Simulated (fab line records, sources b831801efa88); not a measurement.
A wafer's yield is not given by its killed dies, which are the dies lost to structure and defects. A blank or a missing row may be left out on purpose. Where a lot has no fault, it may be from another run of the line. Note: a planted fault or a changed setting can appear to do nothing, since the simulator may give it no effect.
Struck lot and sound lot, side by side	flow gf180mcu	37 out of 602 route steps
Sound: the wafers L930.1, L930.4, L930.6. Struck: wafers L940.1, L940.6 (left out: L940.3, a lot-mate that was not struck); the cause follows at the end.
At each step with rows: each side's tool, then ch and its chambers, then its first start. Under that, the readings that differ: sound wafers	struck wafers	difference of the means	sigmas: that difference in standard deviations of wafers without a fault.
alike: words and numbers the same on both sides, and readings whose means are apart by under 2 such deviations; not compared: readings that were withheld, readings missing a value for some wafer, numbers with overlapping values and no deviation given by the record, and bounds like >300 which may hide the same value.
Wherever a step has rows on one side only, a row that says differs or no value, or a row with sigmas, the two part there. Non-overlapping numbers with no deviation appear without sigmas and do not part them. A reading that every wafer of one side lacks parts them only if that side has two wafers or more.

first, 2 steps without rows for these wafers: GF_M4_PEB_12 (peb time 90 s); GF_M4_DEVELOP_13 (develop time 60 s).
GF_M4_CD_MEAS_14: the cd target is 280 nm.
  sound: cd_sem-02 at day 26 04:09; struck: cd_sem-02 at day 29 02:27
  alike: cd_nm
GF_M4_OVL_MEAS_15:
  sound: overlay-02 at day 26 04:16; struck: overlay-01 at day 29 02:34
  alike: M4_OVL
GF_M4_METAL_ETCH_16: etches the open film in Cl2/BCl3, stops on SiO2, target depth 627.5 nm, time 104.6 s.
  sound on rie_metal-02 ch 0,1, day 26 04:19; struck on rie_metal-04 ch 1, day 29 02:37
  alike: bias_w, drypump_motor_current_A, oes_product_au, throttle_valve_pct
  not compared: rf_hours_counter_h
GF_M4_STRIP_17: strips in O2/N2.
  sound on plasma_asher-03 ch 0,1, day 26 04:25; struck on plasma_asher-04 ch 0,1, day 29 02:50
  alike: drypump_motor_current_A, heater_power_w, oes_product_au, strip_time_to_endpoint_s
  not compared: rf_hours_counter_h
then, 3 steps without rows for these wafers: GF_M4_STRIP_18 (strips in post etch residue remover, time 1200 s); GF_M4_CLEAN_19 (cleans in DIW); GF_V4_CVD_00 (deposits SiO2, target thk 600 nm, time 100 s).
GF_V4_THK_MEAS_01:
  sound: film_metro-03 at day 26 05:02; struck: film_metro-04 at day 29 03:26
  alike: V4_CVD_00_THK
GF_V4_CVD_02: deposits SiO2 from TEOS, target thk 850 nm, time 94.851 s.
  sound on pecvd-03 ch 1,2, day 26 05:05; struck on pecvd-04 ch 0,2, day 29 03:30
  alike: heater_power_w
GF_V4_THK_MEAS_03:
  sound: film_metro-03 at day 26 05:10; struck: film_metro-03 at day 29 03:34
  alike: V4_CVD_02_THK
GF_V4_CMP_04: polishes SiO2.
  sound on cmp-01 ch 0,1, day 26 05:13; struck on cmp-01 ch 0,1, day 29 03:38
reading	sound	struck	difference	sigmas
time_to_endpoint_s (s)	86 83 84	23 22	-62	-12
model.SiO2_of_V4_CVD_02.thk_nm (nm)	634 633 632.9	790.2 790.1	+156.9	
  alike: motor_current_A, slurry_flow_ml_min
GF_V4_BOW_MEAS_05:
  sound: film_metro-04 at day 26 05:31; struck: film_metro-02 at day 29 03:56
  alike: V4_BOW
then, 8 steps without rows for these wafers: GF_V4_DEHYDRATE_06 (time 60 s); GF_V4_HMDS_07 (prime time 60 s); GF_V4_COAT_08; GF_V4_COAT_09 (resist thk 1000 nm); GF_V4_SOFTBAKE_10 (time 60 s); GF_V4_EXPOSE_11 (exposes mask Via4, target cd 260 nm); GF_V4_PEB_12 (peb time 90 s); GF_V4_DEVELOP_13 (develop time 60 s).
GF_V4_CD_MEAS_14: the cd target is 260 nm.
  sound: cd_sem-02 at day 27 02:21; struck: cd_sem-01 at day 29 23:03
  alike: cd_nm
GF_V4_OVL_MEAS_15:
  sound: overlay-01 at day 27 02:28; struck: overlay-02 at day 29 23:10
  alike: V4_OVL
GF_V4_ETCH_16: etches BARC in N2/H2.
  sound on rie_diel-02 ch 0,1,3, day 27 02:31; struck on rie_diel-02 ch 0,3, day 29 23:13
  alike: bias_w, drypump_motor_current_A, oes_product_au, throttle_valve_pct
GF_V4_ETCH_17: etches SiO2 in C4F8/O2/Ar, stops on TiN, target depth 630 nm.
  sound on rie_diel-02 ch 0,1,3; struck on rie_diel-02 ch 0,3
reading	sound	struck	difference	sigmas
oes_product_au (a.u.)	0.863 0.851 0.858	0.974 0.969	+0.114	+27
model.etch.depth_nm (nm)	634 633 632.9	790.2 790.1	+156.9	
model.V4.feature_depth_nm (nm)	634 633 632.9	790.2 790.1	+156.9	
  alike: bias_w
then, 3 steps without rows for these wafers: GF_V4_STRIP_18 (strips in O2/N2); GF_V4_STRIP_19 (strips in post etch residue remover, time 1200 s); GF_V4_CLEAN_20 (cleans in DIW).
GF_V4_SPUTTER_21: material Ti, target thk 15 nm, time 80.02 s.
  sound: pvd_sputter-03 at day 27 03:10; struck: pvd_sputter-03 at day 29 23:53
  alike: throttle_valve_pct
then, 2 steps without rows for these wafers: GF_V4_SPUTTER_22 (material TiN, target thk 10 nm, time 40 s); GF_V4_CVD_23 (deposits W, target thk 350 nm, time 104.9 s).
GF_V4_RS_MEAS_24: measurement is done with a four-point probe.
  sound: film_metro-04 at day 27 03:23; struck: film_metro-03 at day 30 00:05
  alike: V4_W_RS
GF_V4_THK_MEAS_25: measures by xrf.
  sound: film_metro-04 at day 27 03:30; struck: film_metro-03 at day 30 00:13
  alike: V4_W_THK
GF_V4_CMP_26: polishes, stops on SiO2, t overpolish 15 s, target thk 0 nm.
  sound on cmp-01 ch 0,3, day 27 03:55; struck on cmp-02 ch 3, day 30 00:16
reading	sound	struck	difference	sigmas
slurry_flow_ml_min	150.8 150.7 150.2	149.2 149.8	-1.1	-2
model.SiO2_of_V4_CVD_02.thk_nm (nm)	630.2 629.2 629.1	786.4 786.3	+156.8	
  alike: motor_current_A
then, 1 step without rows for these wafers: GF_MIM_SPUTTER_00 (material Ti, target thk 37.5 nm, time 150 s).
-- the record jumps here: 4 days lie between the struck wafers' starts before and after (it left off in module MIM and takes up again in module PASSIVATION, whose first step shown is number 602 of the route) --
GF_PASSIVATION_PROBE_99:
  sound: prober-02 at day 31 10:24; struck: prober-01 at day 33 19:14
reading	sound	struck	difference	sigmas
model.etest.via4_chain.rc_ohm	6.143 6.431 6.42	7.413 9.53	+2.140	
model.etest.met5_comb.leak_log10_a_um	-11.96 -11.85 -12	-10.54 -11.47	+0.93	

WHERE THEY PART
Last at GF_V4_CMP_26 as far as this record goes, first at GF_V4_CMP_04.

WHY: what the simulator had put in
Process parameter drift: cmp-01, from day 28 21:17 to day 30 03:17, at GF_V4_CMP_04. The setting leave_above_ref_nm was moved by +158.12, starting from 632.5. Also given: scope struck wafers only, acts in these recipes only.
